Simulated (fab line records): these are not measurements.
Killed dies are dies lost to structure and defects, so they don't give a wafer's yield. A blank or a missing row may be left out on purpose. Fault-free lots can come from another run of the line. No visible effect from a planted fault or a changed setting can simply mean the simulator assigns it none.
Commonality check across tools + flow sky130 + Sampled: 14 lots, 42 wafers

## THE REASON FOR OPENING IT
Of 14 lots, 2 have the reading SONOS_ONO_CVD_04_THK flagged at SKY_SONOS_ONO_THK_MEAS_05. Fault-free wafers read 5.77 nm, with a standard deviation of 0.12.
Rule: a lot gets a flag if all its wafers with a number sit over 4 standard deviations from that mean, or if no wafer of it has a number. All remaining lots are regarded as sound.

| lot  | measured     | on            | SONOS_ONO_CVD_04_THK (nm), wafer by wafer | flag    |
|------|--------------|---------------|-------------------------------------------|---------|
| L138 | day 11 13:06 | film-metro-03 | 5.67 5.72 5.65                            |         |
| L140 | day 12 14:49 | film-metro-02 | 5.80 5.76 5.79                            |         |
| L143 | day 13 09:20 | film-metro-02 | 5.95 5.92 5.86                            |         |
| L144 | day 13 15:44 | film-metro-04 | 5.66 5.76 5.76                            |         |
| L145 | day 14 06:58 | film-metro-02 | 6.36 6.39 6.33                            | FLAGGED |
| L147 | day 14 17:02 | film-metro-04 | 6.30 6.36 6.28                            | FLAGGED |
| L154 | day 16 22:52 | film-metro-03 | 5.82 5.81 5.70                            |         |
| L155 | day 17 09:04 | film-metro-03 | 5.71 5.64 5.75                            |         |
| L156 | day 17 13:41 | film-metro-04 | 5.80 5.74 5.70                            |         |
| L157 | day 17 22:06 | film-metro-02 | 5.81 5.81 5.85                            |         |
| L158 | day 18 05:20 | film-metro-02 | 5.82 5.80 5.86                            |         |
| L159 | day 18 10:44 | film-metro-03 | 5.72 5.64 5.64                            |         |
| L160 | day 18 22:57 | film-metro-04 | 5.75 5.73 5.81                            |         |
| L161 | day 19 10:14 | film-metro-04 | 5.79 5.77 5.77                            |         |
Average over the flagged lots: 6.34 nm; offset from the usual +0.57 nm, equal to +5 standard deviations.

## TOOL THAT RAN EACH LOT
The record holds 1 process step before the reading, out of a route of 708 steps. Cell contents, in order: the tool; ch with the chambers the sampled wafers went through; the start.
| lot  | flag    | SKY_SONOS_ONO_CVD_04        |
|------|---------|-----------------------------|
| L138 |         | lpcvd-03 ch 1, day 11 11:50 |
| L140 |         | lpcvd-03 ch 1, day 12 13:34 |
| L143 |         | lpcvd-03 ch 0, day 13 08:04 |
| L144 |         | lpcvd-03 ch 1, day 13 14:28 |
| L145 | FLAGGED | lpcvd-03 ch 1, day 14 05:43 |
| L147 | FLAGGED | lpcvd-03 ch 1, day 14 15:44 |
| L154 |         | lpcvd-03 ch 1, day 16 21:37 |
| L155 |         | lpcvd-03 ch 0, day 17 07:49 |
| L156 |         | lpcvd-03 ch 1, day 17 12:26 |
| L157 |         | lpcvd-03 ch 0, day 17 20:50 |
| L158 |         | lpcvd-03 ch 0, day 18 04:05 |
| L159 |         | lpcvd-03 ch 1, day 18 09:29 |
| L160 |         | lpcvd-03 ch 1, day 18 21:42 |
| L161 |         | lpcvd-03 ch 0, day 19 08:59 |
These steps, and what they do:
- SKY_SONOS_ONO_CVD_04: deposits SiO2 from SiH4/N2O, target thk 5.7199 nm.
- SKY_SONOS_ONO_THK_MEAS_05

## FLAGGED OVER TOTAL, TOOL BY TOOL (the gauges that took the reading come last)
| step                      | tool          | lots run | flagged | share of the flagged lots | sound lots run after its first flagged lot  |
|---------------------------|---------------|----------|---------|---------------------------|---------------------------------------------|
| SKY_SONOS_ONO_CVD_04      | lpcvd-03      | 14       | 2       | all                       | 8 (L154,L155,L156,L157,L158,L159,L160,L161) |
| SKY_SONOS_ONO_THK_MEAS_05 | film-metro-02 | 5        | 1       | some                      | 2 (L157,L158)                               |
| SKY_SONOS_ONO_THK_MEAS_05 | film-metro-03 | 4        | 0       | none                      | -                                           |
| SKY_SONOS_ONO_THK_MEAS_05 | film-metro-04 | 5        | 1       | some                      | 3 (L156,L160,L161)                          |

## WHAT THE TABLE ALLOWS
All flagged lots share 1 row of the table, namely lpcvd-03 at SKY_SONOS_ONO_CVD_04.
- lpcvd-03 at SKY_SONOS_ONO_CVD_04 ran 14 lots, 2 of them flagged. Sound lots followed the first flagged one (L154, L155, L156, L157, L158, L159, L160, L161) on it, something a lasting fault affecting the whole tool could not allow.
None of the table's rows ran every flagged lot and, after the first, no sound lot.

## WHAT THE SIMULATOR HAD PUT IN
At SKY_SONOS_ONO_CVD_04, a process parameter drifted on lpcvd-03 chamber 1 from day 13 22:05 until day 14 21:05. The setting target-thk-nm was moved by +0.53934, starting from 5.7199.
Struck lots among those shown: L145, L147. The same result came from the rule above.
